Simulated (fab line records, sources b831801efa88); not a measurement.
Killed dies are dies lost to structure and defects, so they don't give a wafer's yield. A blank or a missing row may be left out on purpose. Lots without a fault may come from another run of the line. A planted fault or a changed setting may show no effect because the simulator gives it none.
Which tool did it? | flow gf180mcu | 12 lots, 36 wafers sampled, at 5 steps of a route of 602

WHAT THE GAUGES READ, wafer by wafer
GF_V2_CD_MEAS_14: target cd 260 nm.
lot  | measured     | on        | cd_nm (nm)
L564 | day 20 01:07 | cd_sem-02 | 261.5 262.9 261.6
L565 | day 20 09:11 | cd_sem-02 | 259.5 258.1 260.6
L566 | day 20 17:37 | cd_sem-01 | 262.2 261.9 260.9
L567 | day 21 14:13 | cd_sem-01 | 261.7 261.5 263.4
L569 | day 22 07:46 | cd_sem-02 | 261.1 261.2 261.5
L571 | day 22 14:51 | cd_sem-02 | 258.1 259.6 259.5
L572 | day 23 11:30 | cd_sem-02 | 258.0 258.6 259.2
L573 | day 23 12:10 | cd_sem-02 | 259.2 259.2 259.8
L577 | day 25 03:09 | cd_sem-02 | 264.6 264.4 262.8
L583 | day 26 23:14 | cd_sem-02 | 259.4 258.2 259.3
L584 | day 27 06:07 | cd_sem-02 | 258.1 258.6 258.2
L587 | day 28 00:38 | cd_sem-02 | 258.3 258.8 258.0

WHICH TOOL RAN EACH LOT (tool, then ch and the chambers of the sampled wafers, then the start)
lot  | GF_V1_ETCH_16                      | GF_V1_STRIP_18                       | GF_M2_SPUTTER_00             | GF_V2_PEB_12
L564 | rie_diel-01 ch 0,2,3, day 17 21:16 | plasma_asher-03 ch 0,1, day 17 21:24 | pvd_sputter-01, day 17 23:40 | litho_track-03 ch 0, day 20 00:46
L565 | rie_diel-02 ch 1,2,3, day 18 06:04 | plasma_asher-03 ch 0,1, day 18 06:12 | pvd_sputter-03, day 18 07:25 | litho_track-02 ch 0, day 20 08:50
L566 | rie_diel-02 ch 0,2,3, day 18 13:56 | plasma_asher-04 ch 0,1, day 18 14:04 | pvd_sputter-03, day 18 15:17 | litho_track-04 ch 0, day 20 17:16
L567 | rie_diel-01 ch 1,2, day 19 11:02   | plasma_asher-04 ch 0,1, day 19 11:10 | pvd_sputter-03, day 19 12:25 | litho_track-03 ch 0, day 21 13:52
L569 | rie_diel-03 ch 0,1,2, day 20 05:20 | plasma_asher-03 ch 0,1, day 20 05:28 | pvd_sputter-03, day 20 06:44 | litho_track-04 ch 0, day 22 07:25
L571 | rie_diel-02 ch 0,1,3, day 20 13:35 | plasma_asher-03 ch 0,1, day 20 13:43 | pvd_sputter-01, day 20 14:59 | litho_track-02 ch 0, day 22 14:31
L572 | rie_diel-03 ch 2,3, day 21 10:08   | plasma_asher-02 ch 0,1, day 21 10:18 | pvd_sputter-01, day 21 11:38 | litho_track-03 ch 0, day 23 11:11
L573 | rie_diel-03 ch 1,2, day 21 12:20   | plasma_asher-04 ch 0,1, day 21 12:28 | pvd_sputter-02, day 21 13:42 | litho_track-04 ch 0, day 23 11:49
L577 | rie_diel-01 ch 0,3, day 23 03:26   | plasma_asher-03 ch 0,1, day 23 03:36 | pvd_sputter-02, day 23 04:50 | litho_track-03 ch 0, day 25 02:50
L583 | rie_diel-02 ch 1,3, day 25 01:22   | plasma_asher-03 ch 0,1, day 25 01:30 | pvd_sputter-02, day 25 03:05 | litho_track-02 ch 0, day 26 22:53
L584 | rie_diel-03 ch 0,1,2, day 25 10:25 | plasma_asher-04 ch 0,1, day 25 10:33 | pvd_sputter-01, day 25 11:52 | litho_track-04 ch 0, day 27 05:46
L587 | rie_diel-03 ch 2,3, day 26 05:14   | plasma_asher-02 ch 0,1, day 26 05:22 | pvd_sputter-02, day 26 06:37 | litho_track-04 ch 0, day 28 00:16
- GF_V1_ETCH_16: etches BARC in N2/H2.
- GF_V1_STRIP_18: strips in O2/N2.
- GF_M2_SPUTTER_00: material Ti, target thk 37.5 nm, time 150 s.
- GF_V2_PEB_12: peb time 90 s.

WHAT THE TOOLS THEMSELVES READ (means of the sampled wafers that have a number; where no wafer has one, the mark that the record gives instead)
GF_V1_ETCH_16.
lot  | tool        | drypump_motor_current_A (A) | oes_product_au (a.u.) | throttle_valve_pct (%)
L564 | rie_diel-01 | 5.6                         | 0.855                 | 13.232
L565 | rie_diel-02 | 5.4                         | 0.855                 | 13.223
L566 | rie_diel-02 | 5.3                         | 0.858                 | 13.229
L567 | rie_diel-01 | 5.7                         | 0.855                 | 13.224
L569 | rie_diel-03 | 5.8                         | 0.851                 | 13.232
L571 | rie_diel-02 | 5.5                         | 0.859                 | 13.221
L572 | rie_diel-03 | 6.0                         | 0.854                 | 13.217
L573 | rie_diel-03 | 6.1                         | 0.857                 | 13.229
L577 | rie_diel-01 | 5.7                         | 0.855                 | 13.225
L583 | rie_diel-02 | 5.7                         | 0.855                 | 13.219
L584 | rie_diel-03 | 5.7                         | 0.850                 | 13.227
L587 | rie_diel-03 | 6.1                         | 0.850                 | 13.232

GF_V1_STRIP_18.
lot  | tool            | drypump_motor_current_A (A) | heater_power_w (W) | oes_product_au (a.u.)
L564 | plasma_asher-03 | 5.84                        | 307                | 0.593
L565 | plasma_asher-03 | 5.84                        | 304                | 0.592
L566 | plasma_asher-04 | 5.60                        | 334                | 0.591
L567 | plasma_asher-04 | 5.69                        | 326                | 0.593
L569 | plasma_asher-03 | 5.61                        | 274                | 0.592
L571 | plasma_asher-03 | 5.84                        | 303                | 0.598
L572 | plasma_asher-02 | 5.78                        | 333                | 0.593
L573 | plasma_asher-04 | 5.60                        | 331                | 0.598
L577 | plasma_asher-03 | 5.59                        | 275                | 0.591
L583 | plasma_asher-03 | 5.83                        | 305                | 0.595
L584 | plasma_asher-04 | 5.69                        | 332                | 0.592
L587 | plasma_asher-02 | 5.93                        | 323                | 0.593

GF_M2_SPUTTER_00.
lot  | tool           | throttle_valve_pct (%)
L564 | pvd_sputter-01 | 31.0
L565 | pvd_sputter-03 | 30.5
L566 | pvd_sputter-03 | 30.7
L567 | pvd_sputter-03 | 30.5
L569 | pvd_sputter-03 | 30.4
L571 | pvd_sputter-01 | 30.8
L572 | pvd_sputter-01 | 30.6
L573 | pvd_sputter-02 | 30.2
L577 | pvd_sputter-02 | 30.2
L583 | pvd_sputter-02 | 29.8
L584 | pvd_sputter-01 | 30.1
L587 | pvd_sputter-02 | 29.8

GF_V2_PEB_12.
lot  | tool           | exhaust_pa (Pa)
L564 | litho_track-03 | 45.2
L565 | litho_track-02 | 45.3
L566 | litho_track-04 | 44.7
L567 | litho_track-03 | 44.7
L569 | litho_track-04 | 44.2
L571 | litho_track-02 | 45.3
L572 | litho_track-03 | 45.1
L573 | litho_track-04 | 45.5
L577 | litho_track-03 | 44.2
L583 | litho_track-02 | 45.8
L584 | litho_track-04 | 45.6
L587 | litho_track-04 | 43.8

THE ANSWER, worked out from the rows above alone
Rule: what is usual is taken from the lots themselves. Put in order of their means at a reading, lots are off if they are a third of the lots or fewer, leave a main group of 4 or more, and stand apart from it by a gap of 3 or more times the standard deviation of the main group's means; of several such gaps the widest counts. A main group whose means are all the same, to the digits that the tables above print for the reading, isn't used. A lot without any number at a reading at which 4 lots or more have one is off too. The other lots that the step has rows for count as sound. The gauges are gone through in route order, then the tools' own readings, and for those a lot's mean is taken as printed above. The first step at which some lot is off is used, and at that step the reading that is off furthest; a lot without a number counts as furthest.
No lot is off at any reading shown: from this, nothing can be told.

WHAT THE SIMULATOR HAD PUT IN
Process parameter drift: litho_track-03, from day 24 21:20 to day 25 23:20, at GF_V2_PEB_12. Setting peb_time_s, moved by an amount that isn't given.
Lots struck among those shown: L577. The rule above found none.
